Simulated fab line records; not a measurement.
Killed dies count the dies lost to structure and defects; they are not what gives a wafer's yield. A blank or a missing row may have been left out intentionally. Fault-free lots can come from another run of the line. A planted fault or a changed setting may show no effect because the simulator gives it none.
Comparing a struck lot with a sound one ; flow gf180mcu ; 15 steps out of a route of 602
Sound: wafers L868.3, L868.5, L868.6. Wafers struck: L865.2, L865.4, L865.5. At the end, the cause is stated.
Each step with rows lists, per side, the tool, then ch with its chambers, then its first start. Under that, the readings that differ: sound wafers ; struck wafers ; difference of the means ; sigmas: that difference in standard deviations of wafers without a fault.
alike: a reading whose means differ by less than 2 such deviations, as well as words and numbers matching on both sides. not compared: withheld readings; readings where some wafer has no value; bounds like >300 that might hide an equal value; numbers whose values overlap and for which the record gives no deviation.
The two part at a step that has a row with sigmas, a row that says differs or no value, or rows on one side only. When numbers do not overlap yet have no deviation, they are printed without sigmas and do not part them. A reading missing from all wafers of one side parts the sides only when that side holds two or more wafers.

first, 1 step without rows for these wafers: GF_MVSD_IMPLANT_09.
GF_MVSD_STRIP_10: strips in O2/N2.
  sound on plasma asher-04 ch 0,1, day 9 18:23; struck on plasma asher-02 ch 0,1, day 9 02:43
  alike: drypump motor current A, heater power w, oes product au, strip time to endpoint s
  not compared: rf hours counter h
GF_MVSD_TW_MEAS_11:
  struck on film metro-04, day 9 02:50; sound on film metro-04, day 9 18:28
  alike: MVSD_TW
then, 7 steps without rows for these wafers: GF_MVPSD_DEHYDRATE_00 (time 60 s); GF_MVPSD_HMDS_01 (prime time 60 s); GF_MVPSD_COAT_02 (resist thk 3000 nm); GF_MVPSD_SOFTBAKE_03; GF_MVPSD_EXPOSE_04 (exposes mask MVPSD, target cd 1000 nm); GF_MVPSD_PEB_05; GF_MVPSD_DEVELOP_06 (develop time 60 s).
GF_MVPSD_OVL_MEAS_07:
  struck on overlay-01, day 9 19:17; sound on overlay-02, day 10 11:47
  alike: MVPSD_OVL
after that, 1 step had no rows for these wafers: GF_MVPSD_IMPLANT_08.
GF_MVPSD_IMPLANT_09:
  sound on implanter-04 ch 0, day 10 12:00; struck on implanter-02 ch 0, day 9 19:29
reading;sound;struck;difference;sigmas
dose ions cm2;4.999e+12 5.001e+12 4.999e+12;4.789e+12 4.791e+12 4.793e+12;-2.087e+11;-38
  alike: beam energy keV
GF_MVPSD_STRIP_10: strips in O2/N2.
  sound on plasma asher-03 ch 0,1, day 10 12:08; struck on plasma asher-03 ch 0,1, day 9 19:37
  alike: drypump motor current A, heater power w, oes product au, strip time to endpoint s
  not compared: rf hours counter h
-- the record jumps here: 24 days lie between the struck wafers' starts before and after (it left off in module MVPSD and takes up again in module PASSIVATION, whose first step shown is number 602 of the route) --
GF_PASSIVATION_PROBE_99:
  the record has rows for the struck wafers here (prober-01, day 34 05:54) and none for the sound ones

== WHERE THEY PART ==
Earliest at GF_MVPSD_IMPLANT_09; latest, in this record, at GF_PASSIVATION_PROBE_99.

WHY: whatever the simulator had introduced
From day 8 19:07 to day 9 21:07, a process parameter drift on implanter-02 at GF_MVPSD_IMPLANT_09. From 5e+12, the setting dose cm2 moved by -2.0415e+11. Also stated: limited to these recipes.
